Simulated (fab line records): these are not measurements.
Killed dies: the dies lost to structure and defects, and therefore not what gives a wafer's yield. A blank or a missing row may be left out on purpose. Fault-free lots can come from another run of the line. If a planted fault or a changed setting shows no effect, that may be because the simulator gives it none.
fab line records | flow gf180mcu
record: lots: 6 | wafers: 18 | last_day: 34
route steps=602 shown M4@475 V4@476
lots that met no fault: from a run of the same line without faults
start_h: start of the lot's first displayed wafer, in hours after the record's first day | wait_h: hours elapsed since this lot's preceding step | " same as the row above | L1.1+2: one row covering several wafers at once | - no value, or no start was given | * or withheld: withheld | < > ~ a bound
route shown NAME@n: NAME is a module with steps in the file, n the number in the route of the first one | usual: the fault-free wafers' mean and standard deviation | same: alike in all rows | chamber/n: place in a boat | sites: readings site by site | _std_site: standard deviation across them | _edge_site: mean of outer sites minus mean of inner sites | radius_mm: how far each site lies from the wafer's centre | mask NAME#n: copy n | behind: the tool/chamber that last shaped the wafer | hold: cause of the lot's hold/its duration in hours/its outcome | device: the n, p or np transistor that did not switch | end of line: tests of these same wafers at the route's end | a step without rows: its recipe alone | killed: count of dies lost to structure and defects at first sort (not the wafer's yield) | map: the dies of a wafer, with x for killed, . for not killed, _ for no die there
set.NAME: the setting as run; set.NAME@STEP: as run at that earlier step | model.NAME: the simulator's own value behind a step, which no gauge read
lots at selected steps of the route; one table per step, one row per wafer
services: when a tool's chamber went out of use (start_h, in hours from the record's first day, below 0 if earlier), for how many hours, and the reason
== steps ==
step: GF_M4_CLEAN_19
recipe: chemistry: DIW | dry: n2_spin
step: GF_V4_CVD_00
recipe: material: SiO2 | target_thk_nm: 600 | sigma_open_frac: 0.3 | temp_c: 400 | time_s: 100 | sih4_flow_sccm: 60 | pressure_mtorr: 6
step: GF_V4_THK_MEAS_01
recipe: reads: SiO2_of_V4_CVD_00
usual: V4_CVD_00_THK: 600/7.2
lot.wafer | tool          | chamber | start_h | wait_h | V4_CVD_00_THK[nm]
L385.1    | film_metro-01 | -       | 630.49  | 0.0    | 604
L385.5    | "             | -       | "       | "      | 605
L385.6    | "             | -       | "       | "      | 607
L388.2    | film_metro-04 | -       | 652.84  | 0.0    | 596
L388.5    | "             | -       | "       | "      | 593
L388.6    | "             | -       | "       | "      | 592
L389.3    | film_metro-04 | -       | 660.06  | 0.1    | 594
L389.5    | "             | -       | "       | "      | 593
L389.6    | "             | -       | "       | "      | 608
L393.3    | film_metro-03 | -       | 684.46  | 0.1    | 591
L393.5    | "             | -       | "       | "      | 594
L393.6    | "             | -       | "       | "      | 598
L395.3    | film_metro-04 | -       | 699.05  | 0.1    | 603
L395.4    | "             | -       | "       | "      | 606
L395.5    | "             | -       | "       | "      | 600
L397.2    | film_metro-01 | -       | 714.58  | 0.0    | 600
L397.5    | "             | -       | "       | "      | 596
L397.6    | "             | -       | "       | "      | 601
step: GF_V4_CVD_02
recipe: material: SiO2 | target_thk_nm: 850 | precursor: TEOS | temp_c: 400 | time_s: 94.851 | rf_w: 600
usual: heater_power_w: 666/85
same: time_s: 94.851
lot.wafer | tool     | chamber | start_h | wait_h | heater_power_w
L385.1    | pecvd-04 | 2       | 630.55  | 0.1    | 675
L385.5    | "        | 0       | "       | "      | 788
L385.6    | "        | 2       | "       | "      | 727
L388.2    | pecvd-02 | 2       | 652.89  | 0.0    | 813
L388.5    | "        | 2       | "       | "      | 821
L388.6    | "        | 0       | "       | "      | 702
L389.3    | pecvd-02 | 1       | 660.10  | 0.0    | 764
L389.5    | "        | 1       | "       | "      | 603
L389.6    | "        | 0       | "       | "      | 657
L393.3    | pecvd-02 | 0       | 684.50  | 0.0    | 682
L393.5    | "        | 0       | "       | "      | 705
L393.6    | "        | 1       | "       | "      | 736
L395.3    | pecvd-03 | 0       | 699.09  | 0.0    | 650
L395.4    | "        | 0       | "       | "      | 528
L395.5    | "        | 1       | "       | "      | 573
L397.2    | pecvd-03 | 1       | 714.63  | 0.0    | 500
L397.5    | "        | 0       | "       | "      | 539
L397.6    | "        | 2       | "       | "      | 506
step: GF_V4_THK_MEAS_03
recipe: reads: SiO2_of_V4_CVD_02
usual: V4_CVD_02_THK: 852/10
lot.wafer | tool          | chamber | start_h | wait_h | V4_CVD_02_THK[nm]
L385.1    | film_metro-04 | -       | 630.62  | 0.0    | 849
L385.5    | "             | -       | "       | "      | 855
L385.6    | "             | -       | "       | "      | 860
L388.2    | film_metro-01 | -       | 652.97  | 0.0    | 837
L388.5    | "             | -       | "       | "      | 851
L388.6    | "             | -       | "       | "      | 863
L389.3    | film_metro-01 | -       | 660.19  | 0.1    | 852
L389.5    | "             | -       | "       | "      | 855
L389.6    | "             | -       | "       | "      | 857
L393.3    | film_metro-04 | -       | 684.59  | 0.1    | 852
L393.5    | "             | -       | "       | "      | 867
L393.6    | "             | -       | "       | "      | 856
L395.3    | film_metro-03 | -       | 699.18  | 0.1    | 842
L395.4    | "             | -       | "       | "      | 852
L395.5    | "             | -       | "       | "      | 856
L397.2    | film_metro-03 | -       | 714.71  | 0.0    | 850
L397.5    | "             | -       | "       | "      | 859
L397.6    | "             | -       | "       | "      | 860
step: GF_V4_CMP_04
recipe: material: SiO2 | down_force_psi: 4 | platen_rpm: 60 | pad_velocity_m_s: 0.94248
usual: edge_zone_pressure_frac: 1.000/0.0049 | head_pressure_psi: 4.000/0.0091 | motor_current_A: 11.5/0.78 | retaining_ring_pressure_frac: 1.000/0.0049 | time_to_endpoint_s: 81/6.5
lot.wafer | tool   | chamber | start_h | wait_h | edge_zone_pressure_frac | head_pressure_psi | motor_current_A | retaining_ring_pressure_frac | time_to_endpoint_s
L385.1    | cmp-01 | 2       | 631.27  | 0.6    | 0.996                   | 4.003             | 11.5            | 0.994                        | 77
L385.5    | "      | 0       | "       | "      | 0.994                   | 3.991             | 13.2            | 1.003                        | 74
L385.6    | "      | 1       | "       | "      | 0.991                   | 3.988             | 10.5            | 0.997                        | 81
L388.2    | cmp-01 | 1       | 653.15  | 0.2    | 1.009                   | 3.996             | 11.4            | 1.000                        | 70
L388.6    | "      | 3       | "       | "      | 0.996                   | 4.002             | 11.1            | 1.008                        | 81
L388.5    | "      | 0       | "       | "      | 1.004                   | 3.996             | 12.8            | 0.998                        | 76
L389.3    | cmp-02 | 3       | 660.23  | 0.0    | 1.000                   | 4.011             | 11.3            | 1.001                        | 86
L389.6    | "      | 3       | "       | "      | 1.000                   | 4.006             | 11.6            | 1.000                        | 87
L389.5    | "      | 0       | "       | "      | 1.008                   | 3.997             | 12.3            | 1.005                        | 85
L393.3    | cmp-02 | 1       | 684.68  | 0.1    | 0.995                   | 4.001             | 10.3            | 1.007                        | 91
L393.5    | "      | 0       | "       | "      | 1.000                   | 4.005             | 12.3            | 0.999                        | 90
L393.6    | "      | 1       | "       | "      | 1.000                   | 4.010             | 10.0            | 1.002                        | 91
L395.4    | cmp-02 | 2       | 699.22  | 0.0    | 0.991                   | 3.990             | 12.4            | 1.003                        | 80
L395.3    | "      | 1       | "       | "      | 1.003                   | 3.991             | 10.8            | 0.998                        | 85
L395.5    | "      | 2       | "       | "      | 0.989                   | 3.985             | 12.4            | 1.000                        | 85
L397.2    | cmp-01 | 2       | 714.76  | 0.0    | 1.005                   | 3.982             | 11.3            | 0.996                        | 77
L397.5    | "      | 2       | "       | "      | 0.992                   | 4.009             | 11.6            | 0.999                        | 82
L397.6    | "      | 3       | "       | "      | 1.000                   | 3.994             | 11.2            | 0.999                        | 85
step: GF_V4_BOW_MEAS_05
recipe: mode: bow
usual: V4_BOW: 134/8.7
lot.wafer | tool          | chamber | start_h | wait_h | V4_BOW[um]
L385.1    | film_metro-04 | -       | 631.47  | 0.1    | 129
L385.5    | "             | -       | "       | "      | 138
L385.6    | "             | -       | "       | "      | 120
L388.2    | film_metro-04 | -       | 653.37  | 0.2    | 134
L388.5    | "             | -       | "       | "      | 125
L388.6    | "             | -       | "       | "      | 132
L389.3    | film_metro-04 | -       | 660.57  | 0.3    | 126
L389.5    | "             | -       | "       | "      | 129
L389.6    | "             | -       | "       | "      | 125
L393.3    | film_metro-03 | -       | 684.97  | 0.2    | 120
L393.5    | "             | -       | "       | "      | 132
L393.6    | "             | -       | "       | "      | 126
L395.3    | film_metro-01 | -       | 699.56  | 0.1    | 122
L395.4    | "             | -       | "       | "      | 136
L395.5    | "             | -       | "       | "      | 149
L397.2    | film_metro-01 | -       | 715.08  | 0.3    | 134
L397.5    | "             | -       | "       | "      | 139
L397.6    | "             | -       | "       | "      | 132
step: GF_V4_DEHYDRATE_06
recipe: temp_c: 200 | time_s: 60
step: GF_V4_HMDS_07
recipe: prime_time_s: 60 | prime_temp_c: 120
step: GF_V4_COAT_08
recipe: resist: BARC | temp_c: withheld | time_s: withheld | spin_rpm: withheld | resist_thk_nm: withheld
step: GF_V4_COAT_09
recipe: resist: KrF | spin_rpm: withheld | resist_thk_nm: 991.1
step: GF_V4_SOFTBAKE_10
recipe: temp_c: 130 | time_s: 60 | resist: KrF
step: GF_V4_EXPOSE_11
recipe: mask_id: Via4 | target_cd_nm: 260 | na: 0.68 | source_shape: conventional | sigma_outer: 0.6 | dose_mj: 38
usual: exposure_dose_mJ_cm2: 37.88/0.039 | focus_offset_nm: 0.1/0.5
lot.wafer | tool           | chamber | start_h | wait_h | mask   | exposure_dose_mJ_cm2 | focus_offset_nm
L385.1    | krf_scanner-01 | 0       | 641.97  | -      | Via4#0 | 37.89                | 0.7
L385.5    | "              | 0       | "       | "      | Via4#0 | 37.90                | 0.5
L385.6    | "              | 0       | "       | "      | Via4#0 | 37.90                | 1.0
L388.2    | krf_scanner-02 | -       | 663.74  | -      | Via4#0 | -                    | -
L388.5    | "              | -       | "       | "      | Via4#0 | -                    | -
L388.6    | "              | -       | "       | "      | Via4#0 | -                    | -
L389.3    | krf_scanner-02 | -       | 670.73  | -      | Via4#0 | -                    | -
L389.5    | "              | -       | "       | "      | Via4#0 | -                    | -
L389.6    | "              | -       | "       | "      | Via4#0 | -                    | -
L393.3    | krf_scanner-02 | 0       | 694.27  | -      | Via4#0 | 37.84                | -0.1
L393.5    | "              | 0       | "       | "      | Via4#0 | 37.82                | -0.6
L393.6    | "              | 0       | "       | "      | Via4#0 | 37.89                | 0.1
L395.3    | krf_scanner-02 | 0       | 709.77  | -      | Via4#0 | 37.87                | 0.4
L395.4    | "              | 0       | "       | "      | Via4#0 | 37.88                | -0.6
L395.5    | "              | 0       | "       | "      | Via4#0 | 37.92                | 0.5
L397.2    | krf_scanner-01 | 0       | 724.55  | -      | Via4#0 | 37.92                | 0.9
L397.5    | "              | 0       | "       | "      | Via4#0 | 37.94                | 0.7
L397.6    | "              | 0       | "       | "      | Via4#0 | 37.89                | -0.3
step: GF_V4_PEB_12
recipe: peb_temp_c: 135 | peb_time_s: 90 | resist: KrF
== services ==
tool           | chamber | start_h | hours | kind
krf_scanner-02 | -       | 623.92  | 0.5   | repair
krf_scanner-01 | -       | 642.15  | 1.0   | pm
krf_scanner-01 | -       | 656.98  | 0.6   | repair
krf_scanner-02 | -       | 658.42  | 1.3   | pm
cmp-01         | -       | 661.52  | 4.0   | pm
cmp-02         | -       | 667.25  | 4.3   | pm
pecvd-02       | 0       | 669.17  | 5.6   | repair
cmp-01         | -       | 676.16  | 0.7   | repair
pecvd-04       | 1       | 679.71  | 4.2   | repair
pecvd-04       | 1       | 689.21  | 10.7  | repair
krf_scanner-02 | -       | 714.33  | 4.4   | pm
== key ==
first_sign: step: GF_V4_EXPOSE_11 | reading: tool_record | direction: missing
effect none on later readings
met_at GF_V4_EXPOSE_11
struck_wafers L388.2,L388.5,L388.6,L389.3,L389.5,L389.6
later_rows_left_out L388.2,L388.5,L388.6,L389.3,L389.5,L389.6
sort_left_out L388.2,L388.5,L388.6,L389.3,L389.5,L389.6
fault: kind: skipped_step_whole | tool: krf_scanner-02 | chamber: - | onset_h: 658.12 | steps: GF_V4_EXPOSE_11 | scope: struck_lots_only
sort_left_out: the simulated sort isn't trusted on such a fault, so these wafers' sort isn't shown, and their yield isn't known
later_rows_left_out: the simulator's readings of these wafers behind a module that went badly wrong aren't trusted and aren't shown, but for the sort
